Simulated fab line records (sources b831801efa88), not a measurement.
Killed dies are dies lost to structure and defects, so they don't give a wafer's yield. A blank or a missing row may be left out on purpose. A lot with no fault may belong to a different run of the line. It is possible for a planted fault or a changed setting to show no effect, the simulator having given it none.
One fault through the eyes of 2 desks || flow gf180mcu || what lay behind the numbers comes last; until then each desk has only its own

== METROLOGY DESK ==
Means of the sampled wafers that have a number, per lot and without regard to the tool the lot ran on: this is what the gauges read. Any lot whose mean is over 4 standard deviations away from the usual mean is out of limits and marked OUT; that distance is given in the brackets.
Columns: A = cdNm at GF_HV_LDD_CD_MEAS_31, usual 402.6 nm; B = cdNm at GF_PSD_CD_MEAS_07, usual 400.1 nm; C = NSD_RS at GF_PSD_RS_MEAS_14, usual 46.18 ohm/sq; D = PSD_RS at GF_PSD_RS_MEAS_15, usual 108.63 ohm/sq
{"lot": "L291", "first seen here": "day 11 10:11", "A": 398.4, "B": 399.2, "C": 46.24, "D": 108.84}
{"lot": "L292", "first seen here": "day 11 22:45", "A": 400.5, "B": 401.4, "C": 46.19, "D": 108.76}
{"lot": "L294", "first seen here": "day 12 05:54", "A": 399.8, "B": 397.1, "C": 46.05, "D": 108.52}
{"lot": "L295", "first seen here": "day 12 23:32", "A": 403.0, "B": 399.8, "C": 46.19, "D": 108.63}
{"lot": "L298", "first seen here": "day 13 14:07", "A": 405.6, "B": 403.6, "C": 46.20, "D": 108.79}
{"lot": "L299", "first seen here": "day 13 21:32", "A": 403.5, "B": 398.7, "C": 46.10, "D": 108.22}
{"lot": "L300", "first seen here": "day 14 12:41", "A": 407.6, "B": 400.9, "C": 46.33, "D": 109.22}
{"lot": "L301", "first seen here": "day 14 13:02", "A": 402.9, "B": 397.9, "C": 46.03, "D": 108.27}
{"lot": "L302", "first seen here": "day 14 18:01", "A": 400.9, "B": 403.4, "C": 46.14, "D": 108.76}
{"lot": "L303", "first seen here": "day 15 05:53", "A": 404.6, "B": 401.8, "C": 46.41, "D": 108.88}
{"lot": "L304", "first seen here": "day 15 15:51", "A": 405.4, "B": 400.5, "C": 46.06, "D": 108.49}
{"lot": "L305", "first seen here": "day 15 20:35", "A": 403.6, "B": 402.3, "C": "42.68 (-32) OUT", "D": "98.72 (-33) OUT"}
{"lot": "L306", "first seen here": "day 16 04:15", "A": 401.4, "B": 400.4, "C": "42.51 (-33) OUT", "D": "98.53 (-34) OUT"}
This desk's finding: out of limits on L305, L306; first on L305, day 18 23:48 (NSD_RS at GF_PSD_RS_MEAS_14). In limits: L291, L292, L294, L295, L298, L299, L300, L301, L302, L303, L304.

== AT THE TOOL OWNER'S DESK: rtpAnneal-02 ==
At GF_PSD_RTA_13 (time 20 s), the tool's own readings, given per lot that ran on this tool as the mean of the sampled wafers with a number. Any lot whose mean is over 4 standard deviations away from the usual mean is out of limits and marked OUT; that distance is given in the brackets.
Columns: A = lampPowerPct at GF_PSD_RTA_13, usual 32.8 %; B = wafer_temp_C_max at GF_PSD_RTA_13, usual 1032.2
{"lot": "L291", "first seen here": "day 14 08:53", "A": 32.1, "B": 1031.9}
{"lot": "L292", "first seen here": "day 14 14:49", "A": 32.1, "B": 1032.4}
{"lot": "L295", "first seen here": "day 15 18:16", "A": 32.1, "B": 1033.9}
{"lot": "L298", "first seen here": "day 16 10:30", "A": 32.1, "B": 1034.9}
{"lot": "L300", "first seen here": "day 17 11:11", "A": 32.2, "B": 1031.2}
{"lot": "L303", "first seen here": "day 18 07:22", "A": 32.1, "B": 1032.8}
{"lot": "L304", "first seen here": "day 18 17:29", "A": 32.1, "B": 1033.9}
{"lot": "L305", "first seen here": "day 18 23:43", "A": 32.1, "B": 1032.7}
{"lot": "L306", "first seen here": "day 19 05:56", "A": 32.1, "B": 1034.1}
This desk's finding: nothing out of limits on any of the 9 lots.

== ALL TOGETHER ==
On L305, L306, the metrology desk was in a position to raise an alarm at day 18 23:48.
Nothing out of limits was seen by the tool owner's desk.
Tool owner's desk: L305, L306 on record, inside its limits.
Every lot named ran GF_PSD_RTA_13 on rtpAnneal-02.

== WHAT WAS PUT IN BY THE SIMULATOR ==
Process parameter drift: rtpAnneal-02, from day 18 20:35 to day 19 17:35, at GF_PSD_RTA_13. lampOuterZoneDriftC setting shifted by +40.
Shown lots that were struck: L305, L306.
Delay in hours, fault start to first out-of-limits reading, per desk: metrology desk 3.
